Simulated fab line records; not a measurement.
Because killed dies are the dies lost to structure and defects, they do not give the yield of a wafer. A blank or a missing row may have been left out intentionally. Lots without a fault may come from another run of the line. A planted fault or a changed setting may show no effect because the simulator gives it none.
Check for tools in common :: flow sky130 :: 15 lots, 45 wafers sampled

== WHY IT WAS OPENED ==
Of 15 lots, 3 have the reading SD_N_TW flagged at SKY_SD_N_TW_MEAS_12. Wafers without a fault read 3951, standard deviation 36.
Rule: a lot gets a flag if all its wafers with a number sit over 4 standard deviations from that mean, or if no wafer of it has a number. As for the other lots, they are considered sound.

lot: L607
measured: day 28 15:53
on: film metro-03
SD_N_TW, wafer by wafer: 3905 3956 3920
flag: 

lot: L608
measured: day 28 23:45
on: film metro-04
SD_N_TW, wafer by wafer: 3955 3967 3968
flag: 

lot: L609
measured: day 29 07:42
on: film metro-04
SD_N_TW, wafer by wafer: 4004 4012 3993
flag: 

lot: L610
measured: day 29 14:19
on: film metro-03
SD_N_TW, wafer by wafer: 3955 3928 3919
flag: 

lot: L613
measured: day 31 02:09
on: film metro-02
SD_N_TW, wafer by wafer: 3947 3947 3919
flag: 

lot: L614
measured: day 31 03:08
on: film metro-04
SD_N_TW, wafer by wafer: 4003 3976 3993
flag: 

lot: L617
measured: day 31 23:40
on: film metro-04
SD_N_TW, wafer by wafer: 3984 3978 3974
flag: 

lot: L618
measured: day 32 07:19
on: film metro-02
SD_N_TW, wafer by wafer: 3908 3916 3894
flag: 

lot: L623
measured: day 33 17:30
on: film metro-04
SD_N_TW, wafer by wafer: 3981 4007 4017
flag: 

lot: L624
measured: day 33 20:41
on: film metro-03
SD_N_TW, wafer by wafer: 30 30 29
flag: FLAGGED

lot: L625
measured: day 34 03:45
on: film metro-03
SD_N_TW, wafer by wafer: 30 30 30
flag: FLAGGED

lot: L626
measured: day 34 11:17
on: film metro-02
SD_N_TW, wafer by wafer: 30 30 30
flag: FLAGGED

lot: L628
measured: day 34 22:16
on: film metro-02
SD_N_TW, wafer by wafer: 3932 3919 3946
flag: 

lot: L629
measured: day 35 03:17
on: film metro-04
SD_N_TW, wafer by wafer: 3991 4006 4005
flag: 

lot: L630
measured: day 35 16:59
on: film metro-04
SD_N_TW, wafer by wafer: 3999 3979 3967
flag: 
The numbers of the flagged lots are 30 on average: -3921 against the usual, or -99 or more standard deviations.

== EACH LOT AND THE TOOL IT RAN ON ==
Before the reading, the record contains 2 process steps out of a 708-step route. Cell contents, in order: the tool; ch with the chambers the sampled wafers went through; the start.
lot: L607
flag: 
SKY_RES_XHIGH_STRIP_08: plasma asher-01 ch 0,1, day 27 10:26
SKY_SD_N_STRIP_11: plasma asher-02 ch 0,1, day 28 15:47

lot: L608
flag: 
SKY_RES_XHIGH_STRIP_08: plasma asher-01 ch 0,1, day 27 18:07
SKY_SD_N_STRIP_11: plasma asher-02 ch 0,1, day 28 23:39

lot: L609
flag: 
SKY_RES_XHIGH_STRIP_08: plasma asher-03 ch 0,1, day 28 02:50
SKY_SD_N_STRIP_11: plasma asher-01 ch 0,1, day 29 07:35

lot: L610
flag: 
SKY_RES_XHIGH_STRIP_08: plasma asher-01 ch 0,1, day 28 09:10
SKY_SD_N_STRIP_11: plasma asher-02 ch 0,1, day 29 14:14

lot: L613
flag: 
SKY_RES_XHIGH_STRIP_08: plasma asher-03 ch 0,1, day 29 21:14
SKY_SD_N_STRIP_11: plasma asher-03 ch 0,1, day 31 02:03

lot: L614
flag: 
SKY_RES_XHIGH_STRIP_08: plasma asher-03 ch 0, day 29 22:41
SKY_SD_N_STRIP_11: plasma asher-03 ch 0, day 31 03:02

lot: L617
flag: 
SKY_RES_XHIGH_STRIP_08: plasma asher-01 ch 1, day 30 18:41
SKY_SD_N_STRIP_11: plasma asher-02 ch 0, day 31 23:34

lot: L618
flag: 
SKY_RES_XHIGH_STRIP_08: plasma asher-04 ch 0,1, day 31 02:28
SKY_SD_N_STRIP_11: plasma asher-02 ch 0,1, day 32 07:14

lot: L623
flag: 
SKY_RES_XHIGH_STRIP_08: plasma asher-03 ch 0,1, day 32 14:10
SKY_SD_N_STRIP_11: plasma asher-03 ch 0,1, day 33 17:23

lot: L624
flag: FLAGGED
SKY_RES_XHIGH_STRIP_08: plasma asher-03 ch 0,1, day 32 16:53
SKY_SD_N_STRIP_11: plasma asher-01 ch 0,1, day 33 20:35

lot: L625
flag: FLAGGED
SKY_RES_XHIGH_STRIP_08: plasma asher-01 ch 0,1, day 33 00:44
SKY_SD_N_STRIP_11: plasma asher-03 ch 0,1, day 34 03:38

lot: L626
flag: FLAGGED
SKY_RES_XHIGH_STRIP_08: plasma asher-04 ch 0,1, day 33 07:05
SKY_SD_N_STRIP_11: plasma asher-01 ch 0,1, day 34 11:11

lot: L628
flag: 
SKY_RES_XHIGH_STRIP_08: plasma asher-04 ch 0,1, day 33 19:28
SKY_SD_N_STRIP_11: plasma asher-01 ch 0,1, day 34 22:11

lot: L629
flag: 
SKY_RES_XHIGH_STRIP_08: plasma asher-04 ch 0,1, day 33 23:41
SKY_SD_N_STRIP_11: plasma asher-03 ch 0,1, day 35 03:11

lot: L630
flag: 
SKY_RES_XHIGH_STRIP_08: plasma asher-04 ch 0,1, day 34 13:55
SKY_SD_N_STRIP_11: plasma asher-01 ch 0,1, day 35 16:53
What is done by these steps:
- SKY_RES_XHIGH_STRIP_08: strips in O2/N2.
- SKY_SD_N_STRIP_11: strips in O2/N2.
- SKY_SD_N_TW_MEAS_12

== FLAGGED AGAINST TOTAL, ONE TOOL AT A TIME (gauges that did the reading follow at the end) ==
step: SKY_RES_XHIGH_STRIP_08
tool: plasma asher-01
lots run: 5
flagged: 1
share of the flagged lots: some
sound lots run after its first flagged lot: 0

step: SKY_RES_XHIGH_STRIP_08
tool: plasma asher-03
lots run: 5
flagged: 1
share of the flagged lots: some
sound lots run after its first flagged lot: 0

step: SKY_RES_XHIGH_STRIP_08
tool: plasma asher-04
lots run: 5
flagged: 1
share of the flagged lots: some
sound lots run after its first flagged lot: 3 (L628,L629,L630)

step: SKY_SD_N_STRIP_11
tool: plasma asher-01
lots run: 5
flagged: 2
share of the flagged lots: some
sound lots run after its first flagged lot: 2 (L628,L630)

step: SKY_SD_N_STRIP_11
tool: plasma asher-02
lots run: 5
flagged: 0
share of the flagged lots: none
sound lots run after its first flagged lot: -

step: SKY_SD_N_STRIP_11
tool: plasma asher-03
lots run: 5
flagged: 1
share of the flagged lots: some
sound lots run after its first flagged lot: 1 (L629)

step: SKY_SD_N_TW_MEAS_12
tool: film metro-02
lots run: 4
flagged: 1
share of the flagged lots: some
sound lots run after its first flagged lot: 1 (L628)

step: SKY_SD_N_TW_MEAS_12
tool: film metro-03
lots run: 4
flagged: 2
share of the flagged lots: some
sound lots run after its first flagged lot: 0

step: SKY_SD_N_TW_MEAS_12
tool: film metro-04
lots run: 7
flagged: 0
share of the flagged lots: none
sound lots run after its first flagged lot: -

== WHAT THE TABLE ALLOWS ==
No row of the table ran every flagged lot.

== WHAT THE SIMULATOR HAD PUT IN ==
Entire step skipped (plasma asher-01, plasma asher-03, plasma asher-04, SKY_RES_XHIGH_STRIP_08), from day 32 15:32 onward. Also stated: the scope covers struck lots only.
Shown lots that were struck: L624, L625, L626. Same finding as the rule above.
